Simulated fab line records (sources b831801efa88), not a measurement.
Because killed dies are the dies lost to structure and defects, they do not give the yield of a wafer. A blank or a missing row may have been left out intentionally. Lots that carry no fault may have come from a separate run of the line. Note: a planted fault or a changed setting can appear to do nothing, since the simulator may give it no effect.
Which tool was responsible? || flow sky130 || 36 wafers from 12 lots sampled at 5 of the route's 708 steps

== WHAT EACH GAUGE READ, for each wafer ==
SKY_CAP2M_THK_MEAS_04: measures by xrf. Usual: CAP2M_TIN_THK 196.6 nm, standard deviation 2.4.
{"lot": "L219", "measured": "day 39 22:40", "on": "film metro-02", "CAP2M_TIN_THK (nm)": "195.9 195.4 197.2", "flag": ""}
{"lot": "L220", "measured": "day 40 10:03", "on": "film metro-04", "CAP2M_TIN_THK (nm)": "198.9 199.3 196.7", "flag": ""}
{"lot": "L221", "measured": "day 41 04:12", "on": "film metro-01", "CAP2M_TIN_THK (nm)": "197.5 196.9 196.9", "flag": ""}
{"lot": "L223", "measured": "day 41 13:37", "on": "film metro-04", "CAP2M_TIN_THK (nm)": "196.7 197.7 197.6", "flag": ""}
{"lot": "L225", "measured": "day 41 19:45", "on": "film metro-01", "CAP2M_TIN_THK (nm)": "197.4 198.2 196.8", "flag": ""}
{"lot": "L233", "measured": "day 44 00:50", "on": "film metro-04", "CAP2M_TIN_THK (nm)": "199.9 195.7 196.3", "flag": ""}
{"lot": "L236", "measured": "day 45 04:20", "on": "film metro-04", "CAP2M_TIN_THK (nm)": "200.1 199.2 199.5", "flag": ""}
{"lot": "L237", "measured": "day 45 09:10", "on": "film metro-04", "CAP2M_TIN_THK (nm)": "197.5 194.9 196.3", "flag": ""}
{"lot": "L238", "measured": "day 45 15:08", "on": "film metro-04", "CAP2M_TIN_THK (nm)": "198.7 197.4 197.0", "flag": ""}
{"lot": "L239", "measured": "day 45 15:47", "on": "film metro-04", "CAP2M_TIN_THK (nm)": "195.5 196.1 197.7", "flag": ""}
{"lot": "L240", "measured": "day 45 18:37", "on": "film metro-02", "CAP2M_TIN_THK (nm)": "194.9 196.8 194.9", "flag": ""}
{"lot": "L241", "measured": "day 46 05:41", "on": "film metro-02", "CAP2M_TIN_THK (nm)": "196.3 195.3 195.6", "flag": ""}

SKY_METAL4_CD_MEAS_13: target cd 300 nm. Usual: cd nm 299.4 nm, standard deviation 1.3.
{"lot": "L219", "measured": "day 41 22:20", "on": "cd sem-02", "cd nm (nm)": "299.8 300.2 298.0", "flag": ""}
{"lot": "L220", "measured": "day 42 09:43", "on": "cd sem-02", "cd nm (nm)": "299.0 297.2 299.3", "flag": ""}
{"lot": "L221", "measured": "day 43 04:28", "on": "cd sem-01", "cd nm (nm)": "299.7 299.1 298.6", "flag": ""}
{"lot": "L223", "measured": "day 43 12:38", "on": "cd sem-02", "cd nm (nm)": "299.1 299.6 299.2", "flag": ""}
{"lot": "L225", "measured": "day 43 18:16", "on": "cd sem-02", "cd nm (nm)": "299.3 299.7 299.0", "flag": ""}
{"lot": "L233", "measured": "day 45 19:24", "on": "cd sem-02", "cd nm (nm)": "300.6 299.8 299.7", "flag": ""}
{"lot": "L236", "measured": "day 46 22:49", "on": "cd sem-01", "cd nm (nm)": "300.2 299.4 300.0", "flag": ""}
{"lot": "L237", "measured": "day 47 02:54", "on": "cd sem-02", "cd nm (nm)": "303.0 301.4 301.8", "flag": ""}
{"lot": "L238", "measured": "day 47 08:32", "on": "cd sem-01", "cd nm (nm)": "298.9 298.7 296.7", "flag": ""}
{"lot": "L239", "measured": "day 47 09:56", "on": "cd sem-02", "cd nm (nm)": "300.6 302.1 300.8", "flag": ""}
{"lot": "L240", "measured": "day 47 12:21", "on": "cd sem-02", "cd nm (nm)": "297.8 299.2 298.5", "flag": ""}
{"lot": "L241", "measured": "day 47 21:18", "on": "cd sem-01", "cd nm (nm)": "301.1 298.4 299.2", "flag": ""}

SKY_VIA4_THK_MEAS_01. Usual: VIA4_HDPCVD_THK 1756 nm, standard deviation 16.
{"lot": "L219", "measured": "day 41 23:35", "on": "film metro-01", "VIA4_HDPCVD_THK (nm)": "1757 1782 1762", "flag": ""}
{"lot": "L220", "measured": "day 42 10:57", "on": "film metro-01", "VIA4_HDPCVD_THK (nm)": "1754 1754 1754", "flag": ""}
{"lot": "L221", "measured": "day 43 05:44", "on": "film metro-01", "VIA4_HDPCVD_THK (nm)": "1748 1773 1764", "flag": ""}
{"lot": "L223", "measured": "day 43 13:56", "on": "film metro-02", "VIA4_HDPCVD_THK (nm)": "2850 1706 1765 2849 1706 1765", "flag": "OFF"}
{"lot": "L225", "measured": "day 43 19:31", "on": "film metro-01", "VIA4_HDPCVD_THK (nm)": "2868 1731 1749 2867 1731 1747", "flag": "OFF"}
{"lot": "L233", "measured": "day 45 20:38", "on": "film metro-01", "VIA4_HDPCVD_THK (nm)": "1771 1751 1780", "flag": ""}
{"lot": "L236", "measured": "day 47 00:03", "on": "film metro-03", "VIA4_HDPCVD_THK (nm)": "1773 1766 1767", "flag": ""}
{"lot": "L237", "measured": "day 47 04:08", "on": "film metro-01", "VIA4_HDPCVD_THK (nm)": "1768 1774 1781", "flag": ""}
{"lot": "L238", "measured": "day 47 09:46", "on": "film metro-03", "VIA4_HDPCVD_THK (nm)": "1742 1751 1752", "flag": ""}
{"lot": "L239", "measured": "day 47 11:10", "on": "film metro-01", "VIA4_HDPCVD_THK (nm)": "1763 1778 1732", "flag": ""}
{"lot": "L240", "measured": "day 47 13:37", "on": "film metro-01", "VIA4_HDPCVD_THK (nm)": "1771 1739 1757", "flag": ""}
{"lot": "L241", "measured": "day 47 22:34", "on": "film metro-01", "VIA4_HDPCVD_THK (nm)": "1779 1770 1770", "flag": ""}

== TOOL THAT RAN EACH LOT (tool first, then ch and the chambers of the sampled wafers, then the start) ==
{"lot": "L219", "SKY_METAL4_SPUTTER_00": "pvd sputter-02, day 39 22:12", "SKY_VIA4_HDPCVD_00": "hdpcvd-02 ch 0,1, day 41 23:24"}
{"lot": "L220", "SKY_METAL4_SPUTTER_00": "pvd sputter-02, day 40 09:34", "SKY_VIA4_HDPCVD_00": "hdpcvd-02 ch 0,1, day 42 10:45"}
{"lot": "L221", "SKY_METAL4_SPUTTER_00": "pvd sputter-01, day 41 03:43", "SKY_VIA4_HDPCVD_00": "hdpcvd-02 ch 0,1,2, day 43 05:32"}
{"lot": "L223", "SKY_METAL4_SPUTTER_00": "pvd sputter-04, day 41 13:10", "SKY_VIA4_HDPCVD_00": "hdpcvd-02 ch 0,1,2, day 43 13:45"}
{"lot": "L225", "SKY_METAL4_SPUTTER_00": "pvd sputter-02, day 41 19:16", "SKY_VIA4_HDPCVD_00": "hdpcvd-02 ch 0,1, day 43 19:20"}
{"lot": "L233", "SKY_METAL4_SPUTTER_00": "pvd sputter-02, day 44 00:21", "SKY_VIA4_HDPCVD_00": "hdpcvd-01 ch 0,2, day 45 20:28"}
{"lot": "L236", "SKY_METAL4_SPUTTER_00": "pvd sputter-02, day 45 03:51", "SKY_VIA4_HDPCVD_00": "hdpcvd-01 ch 1,2, day 46 23:52"}
{"lot": "L237", "SKY_METAL4_SPUTTER_00": "pvd sputter-04, day 45 08:41", "SKY_VIA4_HDPCVD_00": "hdpcvd-01 ch 1,2, day 47 03:58"}
{"lot": "L238", "SKY_METAL4_SPUTTER_00": "pvd sputter-04, day 45 14:40", "SKY_VIA4_HDPCVD_00": "hdpcvd-02 ch 0,2, day 47 09:35"}
{"lot": "L239", "SKY_METAL4_SPUTTER_00": "pvd sputter-04, day 45 15:17", "SKY_VIA4_HDPCVD_00": "hdpcvd-02 ch 0,1,2, day 47 11:02"}
{"lot": "L240", "SKY_METAL4_SPUTTER_00": "pvd sputter-04, day 45 18:09", "SKY_VIA4_HDPCVD_00": "hdpcvd-02 ch 0,2, day 47 13:26"}
{"lot": "L241", "SKY_METAL4_SPUTTER_00": "pvd sputter-04, day 46 05:13", "SKY_VIA4_HDPCVD_00": "hdpcvd-01 ch 1,2, day 47 22:23"}
- SKY_METAL4_SPUTTER_00: material Ti, target thk 15 nm, time 10 s.
- SKY_VIA4_HDPCVD_00: deposits SiO2, target thk 1750 nm, time 291.7 s.

== AS READ BY THE TOOLS THEMSELVES (means over the sampled wafers that have a number; for cases with no such wafer, the mark the record gives instead) ==
SKY_METAL4_SPUTTER_00. Usual: throttle valve pct 30.3 %, standard deviation 0.63.
{"lot": "L219", "tool": "pvd sputter-02", "throttle valve pct (%)": 30.0, "flag": ""}
{"lot": "L220", "tool": "pvd sputter-02", "throttle valve pct (%)": 30.1, "flag": ""}
{"lot": "L221", "tool": "pvd sputter-01", "throttle valve pct (%)": 30.4, "flag": ""}
{"lot": "L223", "tool": "pvd sputter-04", "throttle valve pct (%)": 30.3, "flag": ""}
{"lot": "L225", "tool": "pvd sputter-02", "throttle valve pct (%)": 30.4, "flag": ""}
{"lot": "L233", "tool": "pvd sputter-02", "throttle valve pct (%)": 30.3, "flag": ""}
{"lot": "L236", "tool": "pvd sputter-02", "throttle valve pct (%)": 30.4, "flag": ""}
{"lot": "L237", "tool": "pvd sputter-04", "throttle valve pct (%)": 31.1, "flag": ""}
{"lot": "L238", "tool": "pvd sputter-04", "throttle valve pct (%)": 30.7, "flag": ""}
{"lot": "L239", "tool": "pvd sputter-04", "throttle valve pct (%)": 30.3, "flag": ""}
{"lot": "L240", "tool": "pvd sputter-04", "throttle valve pct (%)": 31.0, "flag": ""}
{"lot": "L241", "tool": "pvd sputter-04", "throttle valve pct (%)": 30.6, "flag": ""}

== THE ANSWER, worked out from the rows above alone ==
Rule: a lot is off if the mean of its wafers that have a number lies more than 3 standard deviations from the usual mean. Also off: a lot with no number at a reading for which 4 or more lots have one. Where the step has rows for the other lots, those lots are counted as sound. First the gauges in route order, then the tools' own readings, where a lot's mean is used as printed above. At the first step where some lot is off, the reading lying furthest off is the one used; lots without a number count as furthest.
Off: L223, L225, at SKY_VIA4_THK_MEAS_01 (VIA4_HDPCVD_THK).
If a tool, at a process step before that reading, ran all the lots that are off and no sound lot after the first of them, it fits. Gauges at SKY_VIA4_THK_MEAS_01: tried the same way as those tools. Of those tried, none fits.

== WHAT THE SIMULATOR HAD INSERTED ==
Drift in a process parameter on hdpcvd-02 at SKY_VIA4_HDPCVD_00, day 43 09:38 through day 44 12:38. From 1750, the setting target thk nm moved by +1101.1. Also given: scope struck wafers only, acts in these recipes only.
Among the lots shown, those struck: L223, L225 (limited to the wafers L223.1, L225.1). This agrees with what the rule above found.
